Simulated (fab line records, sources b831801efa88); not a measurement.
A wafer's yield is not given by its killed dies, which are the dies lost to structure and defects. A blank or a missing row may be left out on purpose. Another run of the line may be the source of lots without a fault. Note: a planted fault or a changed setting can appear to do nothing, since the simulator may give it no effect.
2 desks, one fault    flow sky130    each desk holds nothing but its own numbers, with what lay behind them at the end

## TOOL OWNER'S DESK, implanter-01
The tool's own readings at SKY_SONOS_TUNNEL_IMPLANT_09: means of the sampled wafers that have a number, for each lot that ran on this tool. The brackets show how far a lot's mean lies from the usual mean; more than 4 standard deviations puts the lot out of limits, marked OUT.
Columns: A = beam on s at SKY_SONOS_TUNNEL_IMPLANT_09, usual 9.99 s; B = faraday current uA at SKY_SONOS_TUNNEL_IMPLANT_09, usual 5.65
lot   first seen here  A                B
L900  day 11 07:56     9.79             5.77
L907  day 13 20:30     9.97             5.66
L908  day 14 02:41     9.83             5.74
L914  day 15 23:30     8.12 (-8.5) OUT  6.95 (+11) OUT
L915  day 16 13:09     8.13 (-8.5) OUT  6.95 (+11) OUT
This desk's verdict: out of limits on L914, L915, starting with L914 at day 15 23:30 (beam on s at SKY_SONOS_TUNNEL_IMPLANT_09). In limits: L900, L907, L908.

## THE METROLOGY DESK
Means of the sampled wafers that have a number, per lot and without regard to the tool the lot ran on: this is what the gauges read. The brackets show how far a lot's mean lies from the usual mean; more than 4 standard deviations puts the lot out of limits, marked OUT.
Columns: A = SONOS_TUNNEL_TW at SKY_SONOS_TUNNEL_TW_MEAS_12, usual 197.8; B = cd nm at SKY_CONTACT_CD_MEAS_14, usual 169.6 nm
lot   first seen here  A                 B
L900  day 11 08:20     200.2             171.3
L901  day 11 15:39     200.9             168.5
L902  day 12 01:57     196.7             171.2
L906  day 13 12:25     196.9             169.0
L907  day 13 21:01     194.6             172.2
L908  day 14 03:06     196.4             166.9
L914  day 15 23:54     188.8 (-4.5) OUT  171.4
L915  day 16 13:35     187.4 (-5.2) OUT  168.2
L920  day 18 03:41     195.8             169.2
L921  day 18 21:15     195.2             167.7
L922  day 19 07:31     196.5             169.4
L923  day 19 10:08     200.5             168.8
This desk's finding: out of limits on L914, L915; first on L914, day 15 23:54 (SONOS_TUNNEL_TW at SKY_SONOS_TUNNEL_TW_MEAS_12). In limits: L900, L901, L902, L906, L907, L908, L920, L921, L922, L923.

## PUT TOGETHER
An alarm could have come from the tool owner's desk at day 15 23:30, on L914, L915.
An alarm was possible from the metrology desk at day 15 23:54, on L914, L915.
The lots listed all ran SKY_SONOS_TUNNEL_IMPLANT_09 on implanter-01.

## WHAT THE SIMULATOR HAD PUT IN
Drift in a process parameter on implanter-01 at SKY_SONOS_TUNNEL_IMPLANT_09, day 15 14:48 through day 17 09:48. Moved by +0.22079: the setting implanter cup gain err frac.
Shown lots that were struck: L914, L915.
Counting hours from when the fault started, the first reading out of limits came at 9 for the tool owner's desk and at 9 for the metrology desk.
